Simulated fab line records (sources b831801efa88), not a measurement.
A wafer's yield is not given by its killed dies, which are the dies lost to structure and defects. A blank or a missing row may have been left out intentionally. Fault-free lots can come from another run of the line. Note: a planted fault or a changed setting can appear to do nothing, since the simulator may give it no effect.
A lot that was struck, set against a sound lot + flow sky130 + 31 out of 708 route steps
Sound: wafers L385.3, L385.4, L385.5. Struck: wafer L390.4. (L390.2, L390.6 of the same lot were not struck and are left out.) The cause comes at the end.
Each step with rows lists, per side, the tool, then ch with its chambers, then its first start. Under that, the readings that differ: sound wafers + struck wafers + difference of the means + sigmas: that difference in standard deviations of wafers without a fault.
alike: a reading whose means differ by less than 2 such deviations, as well as words and numbers matching on both sides. not compared: withheld readings; readings where some wafer has no value; bounds like >300 that might hide an equal value; numbers whose values overlap and for which the record gives no deviation.
The two part at a step that has a row with sigmas, a row that says differs or no value, or rows on one side only. Numbers that don't overlap but have no deviation are shown without sigmas and don't part them. A reading missing from all wafers of one side parts the sides only when that side holds two or more wafers.

SKY_LI_CONTACT_OVL_MEAS_13:
  sound: overlay-02 at day 31 09:45; struck: overlay-01 at day 32 22:59
  alike: LI_CONTACT_OVL
then, 2 steps without rows for these wafers: SKY_LI_CONTACT_ETCH_14 (etches BARC in N2/H2, stops on SiO2, time 45.9 s, target depth 60 nm); SKY_LI_CONTACT_ETCH_15 (etches PSG in C4F8/O2/Ar, stops on Si, target depth 600 nm).
SKY_LI_CONTACT_STRIP_16: strips in O2/N2.
  sound on plasma-asher-04 ch 0,1, day 31 09:56; struck on plasma-asher-04 ch 0, day 32 23:09
  alike: drypump-motor-current-A, oes-product-au, strip-time-to-endpoint-s
  not compared: rf-hours-counter-h
then, 3 steps without rows for these wafers: SKY_LI_CONTACT_CLEAN_17 (cleans in NMP, time 600 s); SKY_LI_CONTACT_PRE_CLEAN_18 (time 5.6 s); SKY_LI_CONTACT_SPUTTER_19 (material Ti, target thk 20 nm, time 106.37 s).
SKY_LI_CONTACT_SPUTTER_20: material TiN, target thk 20 nm, time 80 s.
  sound: pvd-sputter-02 at day 31 10:27; struck: pvd-sputter-02 at day 32 23:32
  alike: throttle-valve-pct
SKY_LI_CONTACT_CVD_21: deposits W, target thk 400 nm, time 120.56 s.
  sound on cvd-w-02 ch 0,1, day 31 10:33; struck on cvd-w-02 ch 1, day 32 23:36
  alike: heater-power-w, susceptor-temp-C
SKY_LI_CONTACT_RS_MEAS_22: a four-point-probe measurement.
  sound: film-metro-03 at day 31 10:40; struck: film-metro-03 at day 32 23:44
  alike: LI_CONTACT_W_RS
SKY_LI_CONTACT_THK_MEAS_23: measures by xrf.
  sound: film-metro-03 at day 31 10:46; struck: film-metro-03 at day 32 23:51
  alike: LI_CONTACT_W_THK
SKY_LI_CONTACT_CMP_24: polishes, stops on PSG, t overpolish 20 s, target thk 0 nm.
  sound on cmp-02 ch 0,2, day 31 10:52; struck on cmp-02 ch 3, day 32 23:54
  alike: motor-current-A, overpolish-run-s, time-to-endpoint-s
SKY_LOCAL_INTERCONNECT_SPUTTER_00: material TiN, target thk 100 nm, time 83.3 s.
  sound: pvd-sputter-03 at day 31 11:07; struck: pvd-sputter-03 at day 33 00:12
| reading                                                | sound             | struck | difference | sigmas |
|--------------------------------------------------------|-------------------|--------|------------|--------|
| model.TiN_of_LOCAL_INTERCONNECT_SPUTTER_00.thk-nm (nm) | 100.1 100.1 99.96 | 96.38  | -3.67      |        |
  alike: susceptor-temp-C, throttle-valve-pct
SKY_LOCAL_INTERCONNECT_RS_MEAS_01: a four-point-probe measurement.
  sound: film-metro-01 at day 31 11:13; struck: film-metro-04 at day 33 00:17
| reading                            | sound             | struck | difference | sigmas |
|------------------------------------|-------------------|--------|------------|--------|
| LOCAL_INTERCONNECT_TIN_RS (ohm/sq) | 14.11 14.10 14.17 | 14.70  | +0.57      | +4     |
  not compared: hold
SKY_LOCAL_INTERCONNECT_THK_MEAS_02: measures by xrf.
  sound: film-metro-01 at day 31 11:19; struck: film-metro-04 at day 33 00:37
| reading                         | sound             | struck | difference | sigmas |
|---------------------------------|-------------------|--------|------------|--------|
| LOCAL_INTERCONNECT_TIN_THK (nm) | 100.1 100.7 100.1 | 96.4   | -3.9       | -4     |
  not compared: hold
then, 8 steps without rows for these wafers: SKY_LOCAL_INTERCONNECT_DEHYDRATE_03 (time 60 s); SKY_LOCAL_INTERCONNECT_HMDS_04 (prime time 60 s); SKY_LOCAL_INTERCONNECT_COAT_05 (resist thk 60 nm); SKY_LOCAL_INTERCONNECT_COAT_06 (resist thk 450 nm); SKY_LOCAL_INTERCONNECT_SOFTBAKE_07 (time 90 s); SKY_LOCAL_INTERCONNECT_EXPOSE_08 (exposes mask LI1M, target cd 170 nm); SKY_LOCAL_INTERCONNECT_PEB_09; SKY_LOCAL_INTERCONNECT_DEVELOP_10 (develop time 60 s).
SKY_LOCAL_INTERCONNECT_CD_MEAS_11: the cd target is 170 nm.
  sound: cd-sem-02 at day 32 14:18; struck: cd-sem-02 at day 34 02:41
  alike: cd-nm
SKY_LOCAL_INTERCONNECT_OVL_MEAS_12:
  sound: overlay-02 at day 32 14:23; struck: overlay-01 at day 34 02:47
  alike: LOCAL_INTERCONNECT_OVL
SKY_LOCAL_INTERCONNECT_ETCH_13: etches BARC in N2/H2, stops on SiO2, time 45.9 s, target depth 60 nm.
  sound on rie-metal-02 ch 0, day 32 14:28; struck on rie-metal-04 ch 0, day 34 02:49
| reading                     | sound                | struck | difference | sigmas |
|-----------------------------|----------------------|--------|------------|--------|
| drypump-motor-current-A (A) | 5.1 5.1 5.1          | 6.6    | +1.5       | +3     |
| throttle-valve-pct (%)      | 13.225 13.225 13.217 | 13.242 | +0.020     | +2     |
  alike: oes-product-au
  not compared: rf-hours-counter-h
SKY_LOCAL_INTERCONNECT_METAL_ETCH_14: etches TiN in Cl2/BCl3, stops on PSG, target depth 110 nm, time 31.4 s.
  sound on rie-metal-02 ch 0, day 32 14:35; struck on rie-metal-04 ch 0, day 34 02:53
| reading                                        | sound                | struck | difference | sigmas |
|------------------------------------------------|----------------------|--------|------------|--------|
| drypump-motor-current-A (A)                    | 5.1 5.1 5.1          | 6.6    | +1.5       | +3     |
| oes-product-au (a.u.)                          | 0.944 0.949 0.938    | 0.918  | -0.026     | -3     |
| throttle-valve-pct (%)                         | 21.896 21.898 21.904 | 21.920 | +0.021     | +2     |
| model.LOCAL_INTERCONNECT.feature-depth-nm (nm) | 100.1 100.1 99.96    | 96.38  | -3.67      |        |
| model.etch.depth-nm (nm)                       | 100.1 100.1 99.96    | 96.38  | -3.67      |        |
  not compared: rf-hours-counter-h
then, 1 step without rows for these wafers: SKY_LOCAL_INTERCONNECT_STRIP_15 (strips in O2/N2).
SKY_LOCAL_INTERCONNECT_STRIP_16: strips in post etch residue remover, time 1200 s.
  sound on wet-bench-01 ch 3, day 32 14:45; struck on wet-bench-02 ch 1, day 34 03:02
| reading                                                | sound             | struck | difference | sigmas |
|--------------------------------------------------------|-------------------|--------|------------|--------|
| model.TiN_of_LOCAL_INTERCONNECT_SPUTTER_00.thk-nm (nm) | 99.64 99.68 99.54 | 95.96  | -3.66      |        |
then, 1 step without rows for these wafers: SKY_LOCAL_INTERCONNECT_CLEAN_17 (cleans in IPA, time 180 s).
-- here the record skips 15 days between the struck wafers' starts before and after, leaving off in module LOCAL_INTERCONNECT and picking up in module PAD_OPEN (first step shown: number 708 of the route) --
SKY_PAD_OPEN_PROBE_99:
  sound: prober-02 at day 47 10:35; struck: prober-02 at day 48 15:17
| reading                        | sound            | struck | difference | sigmas |
|--------------------------------|------------------|--------|------------|--------|
| killed-at-other                | 0 2 2            | 0      | -1         | -2     |
| model.etest.res-li.line-ohm-um | 75.33 75.2 74.26 | 78.06  | +3.13      |        |
| model.etest.res-li.rs-ohm-sq   | 12.8 12.79 12.73 | 13.34  | +0.57      |        |
  alike: killed_at_M0_to_M3, killed_at_M4_up, killed-at-contacts, killed-at-front-end, killed-dies, killed-open, killed-short

## WHERE THEY PART
Earliest at SKY_LOCAL_INTERCONNECT_RS_MEAS_01; latest, in this record, at SKY_PAD_OPEN_PROBE_99.

WHY: what the simulator had put in
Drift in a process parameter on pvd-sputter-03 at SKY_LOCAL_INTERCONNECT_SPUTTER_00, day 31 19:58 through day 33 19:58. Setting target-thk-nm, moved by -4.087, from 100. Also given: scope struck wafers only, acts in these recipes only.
